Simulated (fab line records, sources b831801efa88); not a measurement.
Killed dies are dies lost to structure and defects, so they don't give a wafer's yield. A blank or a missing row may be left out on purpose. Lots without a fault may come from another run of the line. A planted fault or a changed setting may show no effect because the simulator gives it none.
Which tool did it? | flow sky130 | 7 lots, 21 wafers sampled, at 4 steps of a route of 708

WHAT THE GAUGES READ, wafer by wafer
SKY_VIA1_THK_MEAS_01.
lot  | measured     | on            | VIA1_HDPCVD_THK (nm)
L962 | day 33 12:37 | film_metro-03 | 1040 1041 1039
L966 | day 34 14:37 | film_metro-02 | 1032 1026 1029
L968 | day 35 06:29 | film_metro-02 | 1021 1019 1023
L974 | day 37 10:56 | film_metro-02 | 1036 1031 823
L976 | day 37 21:04 | film_metro-04 | 1023 809 1005
L979 | day 38 16:06 | film_metro-03 | 1020 1016 1026
L983 | day 39 22:35 | film_metro-03 | 1023 1027 1022

WHICH TOOL RAN EACH LOT (tool, then ch and the chambers of the sampled wafers, then the start)
lot  | SKY_CONTACT_ETCH_16                | SKY_METAL1_SPUTTER_03        | SKY_VIA1_HDPCVD_00
L962 | rie_diel-03 ch 1,2,3, day 32 07:14 | pvd_sputter-04, day 32 08:50 | hdpcvd-02 ch 0,1,2, day 33 12:30
L966 | rie_diel-03 ch 0,2,3, day 33 10:38 | pvd_sputter-01, day 33 12:05 | hdpcvd-02 ch 1,2, day 34 14:31
L968 | rie_diel-03 ch 0,1,3, day 34 02:11 | pvd_sputter-02, day 34 03:41 | hdpcvd-02 ch 0,2, day 35 06:22
L974 | rie_diel-01 ch 0,2,3, day 36 05:50 | pvd_sputter-01, day 36 07:19 | hdpcvd-01 ch 0,1,2, day 37 10:50
L976 | rie_diel-01 ch 0,1,2, day 36 16:08 | pvd_sputter-01, day 36 17:42 | hdpcvd-01 ch 0,1,2, day 37 20:59
L979 | rie_diel-04 ch 0,1,2, day 37 11:41 | pvd_sputter-04, day 37 13:33 | hdpcvd-02 ch 0,1, day 38 15:59
L983 | rie_diel-01 ch 1,2,3, day 38 19:02 | pvd_sputter-04, day 38 20:32 | hdpcvd-02 ch 0,1,2, day 39 22:28
- SKY_CONTACT_ETCH_16: etches BARC in N2/H2, stops on SiO2, time 45.9 s, target depth 60 nm.
- SKY_METAL1_SPUTTER_03: material Ti, target thk 5 nm, time 3.3 s.
- SKY_VIA1_HDPCVD_00: deposits SiO2, target thk 1030 nm, time 171.7 s.

THE ANSWER, worked out from the rows above alone
Rule: what is usual is taken from the lots themselves. Put in order of their means at a reading, lots are off if they are a third of the lots or fewer, leave a main group of 4 or more, and stand apart from it by a gap of 3 or more times the standard deviation of the main group's means; of several such gaps the widest counts. A main group whose means are all the same, to the digits that the tables above print for the reading, isn't used. A lot without any number at a reading at which 4 lots or more have one is off too. The other lots that the step has rows for count as sound.
Off: L974, L976, at SKY_VIA1_THK_MEAS_01 (VIA1_HDPCVD_THK). The main group: mean 1027 nm, standard deviation 7.2.
A tool fits if, at a process step before that reading, it ran every lot that is off, and no sound lot after the first of them. The gauges at SKY_VIA1_THK_MEAS_01 are tried like those tools. Can't be told from this: 2 tools fit, pvd_sputter-01 at SKY_METAL1_SPUTTER_03, hdpcvd-01 at SKY_VIA1_HDPCVD_00.

WHAT THE SIMULATOR HAD PUT IN
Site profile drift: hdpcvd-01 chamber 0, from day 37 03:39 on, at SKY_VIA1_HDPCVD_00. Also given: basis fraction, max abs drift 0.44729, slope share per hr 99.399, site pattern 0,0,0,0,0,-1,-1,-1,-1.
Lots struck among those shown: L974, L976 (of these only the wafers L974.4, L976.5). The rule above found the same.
